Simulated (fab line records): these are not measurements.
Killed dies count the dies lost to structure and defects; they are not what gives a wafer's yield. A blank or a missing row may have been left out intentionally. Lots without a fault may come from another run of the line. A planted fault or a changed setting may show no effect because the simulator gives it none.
The tool behind it: which one? + flow gf180mcu + 13 lots with 39 wafers sampled at 5 steps, on a route of 602 steps

## WHAT THE GAUGES SHOWED, per wafer
GF_STI_CD_MEAS_12 targets a cd of 220 nm.
| lot  | measured    | on        | cd-nm (nm)        |
|------|-------------|-----------|-------------------|
| L927 | day 2 01:37 | cd-sem-02 | 220.8 219.1 220.0 |
| L928 | day 2 07:02 | cd-sem-02 | 220.1 220.4 219.0 |
| L929 | day 2 11:19 | cd-sem-01 | 221.1 222.6 222.0 |
| L930 | day 2 16:28 | cd-sem-01 | 220.3 219.3 218.8 |
| L931 | day 2 21:25 | cd-sem-01 | 223.4 222.1 221.3 |
| L933 | day 3 08:25 | cd-sem-01 | 221.6 222.2 221.0 |
| L935 | day 3 20:20 | cd-sem-02 | 221.2 220.2 220.9 |
| L937 | day 4 08:52 | cd-sem-01 | 234.9 233.6 234.0 |
| L944 | day 5 16:59 | cd-sem-02 | 221.2 220.6 221.6 |
| L945 | day 5 23:07 | cd-sem-02 | 219.6 220.8 220.0 |
| L946 | day 6 04:20 | cd-sem-01 | 219.7 219.8 219.2 |
| L948 | day 6 15:14 | cd-sem-01 | 218.9 219.9 219.2 |
| L949 | day 6 18:47 | cd-sem-02 | 219.4 219.5 220.0 |

GF_MVPSD_OVL_MEAS_07.
| lot  | measured     | on         | MVPSD_OVL (nm) |
|------|--------------|------------|----------------|
| L927 | day 5 01:28  | overlay-02 | 1.6 1.0 -0.4   |
| L928 | day 5 05:55  | overlay-02 | 0.6 -0.1 0.3   |
| L929 | day 5 12:28  | overlay-01 | -0.6 -0.1 1.6  |
| L930 | day 5 17:46  | overlay-02 | 0.6 1.2 -0.1   |
| L931 | day 5 23:58  | overlay-01 | -0.3 -1.9 0.4  |
| L933 | day 6 10:08  | overlay-02 | -1.6 -0.8 -0.6 |
| L935 | day 7 01:40  | overlay-01 | 0.2 -1.6 -0.8  |
| L937 | day 7 18:25  | overlay-01 | 0.5 -0.5 -0.7  |
| L944 | day 9 07:01  | overlay-01 | -2.9 -1.8 0.3  |
| L945 | day 9 13:33  | overlay-01 | 0.4 -0.2 -1.1  |
| L946 | day 9 17:31  | overlay-02 | -3.2 -0.8 -3.7 |
| L948 | day 10 07:47 | overlay-02 | 1.3 -2.4 -2.8  |
| L949 | day 10 11:28 | overlay-01 | -0.4 -1.4 -2.0 |

GF_M1_OVL_MEAS_15.
| lot  | measured     | on         | M1_OVL (nm) |
|------|--------------|------------|-------------|
| L927 | day 16 19:29 | overlay-01 | 0 -7 -4     |
| L928 | day 17 06:11 | overlay-01 | -6 -7 4     |
| L929 | day 17 17:38 | overlay-02 | -3 3 -3     |
| L930 | day 18 01:35 | overlay-01 | 8 7 0       |
| L931 | day 18 12:32 | overlay-02 | -1 6 8      |
| L933 | day 19 04:59 | overlay-02 | 9 12 2      |
| L935 | day 20 02:41 | overlay-02 | 0 0 10      |
| L937 | day 21 09:32 | overlay-02 | -1 5 0      |
| L944 | day 23 16:32 | overlay-02 | 2 3 5       |
| L945 | day 23 22:32 | overlay-02 | 7 2 13      |
| L946 | day 24 01:11 | overlay-02 | 4 9 10      |
| L948 | day 24 18:09 | overlay-02 | 9 -2 6      |
| L949 | day 25 01:32 | overlay-01 | -5 -4 -7    |

## WHAT TOOL EACH LOT RAN ON (gives the tool, then ch and the chambers of the sampled wafers, and finally the start)
| lot  | GF_STI_EXPOSE_09                 | GF_CONTACT_CMP_04             |
|------|----------------------------------|-------------------------------|
| L927 | krf-scanner-02 ch 0, day 1 20:32 | cmp-01 ch 0,1,2, day 14 21:50 |
| L928 | krf-scanner-01 ch 0, day 2 01:25 | cmp-01 ch 0,1,2, day 15 08:16 |
| L929 | krf-scanner-01 ch 0, day 2 04:55 | cmp-01 ch 0,2,3, day 15 18:26 |
| L930 | krf-scanner-02 ch 0, day 2 11:05 | cmp-02 ch 0,1,3, day 16 02:19 |
| L931 | krf-scanner-01 ch 0, day 2 15:35 | cmp-01 ch 0,1,3, day 16 12:15 |
| L933 | krf-scanner-01 ch 0, day 3 02:30 | cmp-02 ch 0,1,3, day 17 04:00 |
| L935 | krf-scanner-02 ch 0, day 3 14:19 | cmp-02 ch 0,1,3, day 18 01:10 |
| L937 | krf-scanner-01 ch 0, day 4 03:01 | cmp-01 ch 1,2,3, day 19 07:09 |
| L944 | krf-scanner-01 ch 0, day 5 09:04 | cmp-01 ch 0,1,2, day 21 16:22 |
| L945 | krf-scanner-01 ch 0, day 5 16:31 | cmp-01 ch 0,2,3, day 21 21:56 |
| L946 | krf-scanner-01 ch 0, day 5 21:01 | cmp-02 ch 0,1,2, day 22 01:25 |
| L948 | krf-scanner-01 ch 0, day 6 08:18 | cmp-02 ch 0,1,3, day 22 19:20 |
| L949 | krf-scanner-02 ch 0, day 6 11:07 | cmp-01 ch 0,1, day 23 02:47   |
- GF_STI_EXPOSE_09: exposes mask COMP, target cd 220 nm.
- GF_CONTACT_CMP_04: polishes SiO2.

## WHAT THE TOOLS THEMSELVES READ (means of the sampled wafers that have a number; where no wafer has one, the mark that the record gives instead)
GF_CONTACT_CMP_04.
| lot  | tool   | edge-zone-pressure-frac | motor-current-A (A) | retaining-ring-pressure-frac | time-to-endpoint-s (s) |
|------|--------|-------------------------|---------------------|------------------------------|------------------------|
| L927 | cmp-01 | 1.003                   | 12.2                | 1.001                        | 106                    |
| L928 | cmp-01 | 1.004                   | 12.0                | 1.000                        | 104                    |
| L929 | cmp-01 | 1.001                   | 12.9                | 1.003                        | 112                    |
| L930 | cmp-02 | 0.996                   | 11.8                | 1.001                        | 111                    |
| L931 | cmp-01 | 1.001                   | 13.0                | 1.005                        | 108                    |
| L933 | cmp-02 | 1.001                   | 11.4                | 1.002                        | 115                    |
| L935 | cmp-02 | 0.996                   | 11.6                | 1.002                        | 112                    |
| L937 | cmp-01 | 0.998                   | 11.9                | 0.998                        | 105                    |
| L944 | cmp-01 | 0.999                   | 12.4                | 1.002                        | 107                    |
| L945 | cmp-01 | 1.002                   | 12.7                | 1.003                        | 112                    |
| L946 | cmp-02 | 0.998                   | 11.8                | 1.001                        | 109                    |
| L948 | cmp-02 | 0.999                   | 11.6                | 1.004                        | 114                    |
| L949 | cmp-01 | 0.995                   | 12.2                | 1.003                        | 108                    |

## THE ANSWER, worked out from the rows above alone
Rule: what is usual is taken from the lots themselves. The widest of any qualifying gaps counts: lots, ordered by their means at a reading, are off when they make up no more than a third of the lots, leave a main group of 4 or more, and stand apart from it by 3 or more times the standard deviation of that group's means. A main group whose means are all the same, to the digits that the tables above print for the reading, isn't used. Also off: a lot with no number at a reading for which 4 or more lots have one. Any other lot the step has rows for is counted as sound. After the gauges, taken in route order, come the tools' own readings; for these a lot's mean is taken, as printed above. At the first step where some lot is off, the reading lying furthest off is the one used; lots without a number count as furthest.
Off: L937 (GF_STI_CD_MEAS_12, cd-nm). For the main group the mean is 220.5 nm and the standard deviation 0.99.
A tool fits if, at a process step before that reading, it ran every lot that is off, and no sound lot after the first of them. The gauges at GF_STI_CD_MEAS_12 are tried like those tools. No candidate that was tried fits.

## WHAT HAD BEEN PUT IN BY THE SIMULATOR
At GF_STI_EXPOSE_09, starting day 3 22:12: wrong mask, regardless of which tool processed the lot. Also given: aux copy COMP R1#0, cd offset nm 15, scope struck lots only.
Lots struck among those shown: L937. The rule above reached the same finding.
